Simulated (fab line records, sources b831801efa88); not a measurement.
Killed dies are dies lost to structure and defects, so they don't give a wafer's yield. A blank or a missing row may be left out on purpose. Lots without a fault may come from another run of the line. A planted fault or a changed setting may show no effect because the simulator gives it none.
Chamber matching | flow sky130 | SKY_VIA4_ETCH_12 on rie_diel-02: 4 sister chambers
The step etches SiO2 in C4F8/O2/Ar, stops on TiN, target depth 580 nm. 33 wafers are shown with their chamber, then 12 later ones without.

WAFERS WITH THEIR CHAMBER
wafer  | chamber | bias_w (W) | rf_fwd_power_W (W) | oes_product_au (a.u.)
L076.1 | 1       | 1199       | 1495               | 0.929
L076.4 | 3       | 1195       | 1492               | 0.922
L076.6 | 0       | 1201       | 1492               | 0.924
L078.4 | 1       | 1199       | 1499               | 0.920
L078.5 | 2       | 1202       | 1494               | 0.925
L078.6 | 1       | 1202       | 1496               | 0.915
L077.1 | 3       | 1196       | 1500               | 0.927
L077.2 | 1       | 1197       | 1493               | 0.928
L077.5 | 1       | 1202       | 1494               | 0.928
L080.1 | 0       | 1201       | 1494               | 0.922
L080.2 | 3       | 1201       | 1481               | 0.930
L080.3 | 2       | 1204       | 1496               | 0.923
L079.1 | 3       | 1195       | 1493               | 0.931
L079.4 | 0       | 1200       | 1497               | 0.933
L079.5 | 2       | 1205       | 1497               | 0.928
L081.2 | 1       | 1197       | 1495               | 0.935
L081.4 | 2       | 1202       | 1489               | 0.924
L081.6 | 3       | 1201       | 1495               | 0.925
L082.2 | 0       | 1200       | 1490               | 0.921
L082.3 | 3       | 1200       | 1491               | 0.936
L082.4 | 3       | 1200       | 1500               | 0.922
L083.1 | 3       | 1200       | 1494               | 0.926
L083.2 | 1       | 1195       | 1499               | 0.923
L083.5 | 3       | 1198       | 1493               | 0.925
L085.2 | 1       | 1192       | 1497               | 0.933
L085.3 | 3       | 1205       | 1493               | 0.925
L085.4 | 0       | 1194       | 1502               | 0.931
L086.1 | 2       | 1203       | 1487               | 0.927
L086.2 | 0       | 1204       | 1503               | 0.930
L086.5 | 3       | 1205       | 1495               | 0.922
L088.2 | 1       | 1199       | 1495               | 0.923
L088.4 | 0       | 1195       | 1499               | 0.923
L088.5 | 2       | 1199       | 1501               | 0.928

SIGNATURES (means of the wafers above)
reading        | chamber 0 | chamber 1 | chamber 2 | chamber 3 | scatter within a chamber
bias_w         | 1199.29   | 1198.00   | 1202.50   | 1199.64   | 3.21
rf_fwd_power_W | 1496.71   | 1495.89   | 1494.00   | 1493.36   | 4.44
oes_product_au | 0.92629   | 0.92600   | 0.92583   | 0.92645   | 0.00484
Rule: a wafer's distance from a chamber is the root of the sum, over the readings, of the square of ((its reading less the chamber's mean) divided by the reading's scatter). The wafer belongs to the nearest chamber; if the next one is less than 2 further off, it can't be placed. The scatter: the root of (the sum of the squares of (reading less its chamber's mean) over the shown wafers, divided by (wafers less chambers)).

WAFERS WITHOUT THEIR CHAMBER
wafer  | bias_w (W) | rf_fwd_power_W (W) | oes_product_au (a.u.)
L091.2 | 1202       | 1492               | 0.935
L091.3 | 1206       | 1489               | 0.928
L091.6 | 1206       | 1494               | 0.928
L092.1 | 1201       | 1497               | 0.930
L092.4 | 1209       | 1492               | 0.931
L092.5 | 1200       | 1498               | 0.925
L095.1 | 1201       | 1488               | 0.929
L095.3 | 1198       | 1501               | 0.919
L095.5 | 1202       | 1490               | 0.917
L097.1 | 1197       | 1495               | 0.916
L097.2 | 1201       | 1491               | 0.931
L097.3 | 1199       | 1493               | 0.929

WHICH CHAMBER EACH WENT THROUGH
wafer  | from the rows above               | in truth
L091.2 | can't be placed: 3 or 2 or 0 or 1 | 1
L091.3 | can't be placed: 2 or 3 or 0 or 1 | 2
L091.6 | can't be placed: 2 or 3 or 0 or 1 | 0
L092.1 | can't be placed: 0 or 3 or 2 or 1 | 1
L092.4 | can't be placed: 2 or 3 or 0 or 1 | 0
L092.5 | can't be placed: 0 or 1 or 3 or 2 | 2
L095.1 | can't be placed: 3 or 2 or 1 or 0 | 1
L095.3 | can't be placed: 0 or 1 or 3 or 2 | 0
L095.5 | can't be placed: 2 or 3 or 0 or 1 | 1
L097.1 | can't be placed: 1 or 0 or 3 or 2 | 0
L097.2 | can't be placed: 3 or 2 or 0 or 1 | 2
L097.3 | can't be placed: 3 or 1 or 0 or 2 | 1
Placed correctly: 0 of 12. Can't be placed from these rows: 12 (the true chamber is among the candidates in 12). Placed wrongly: 0.
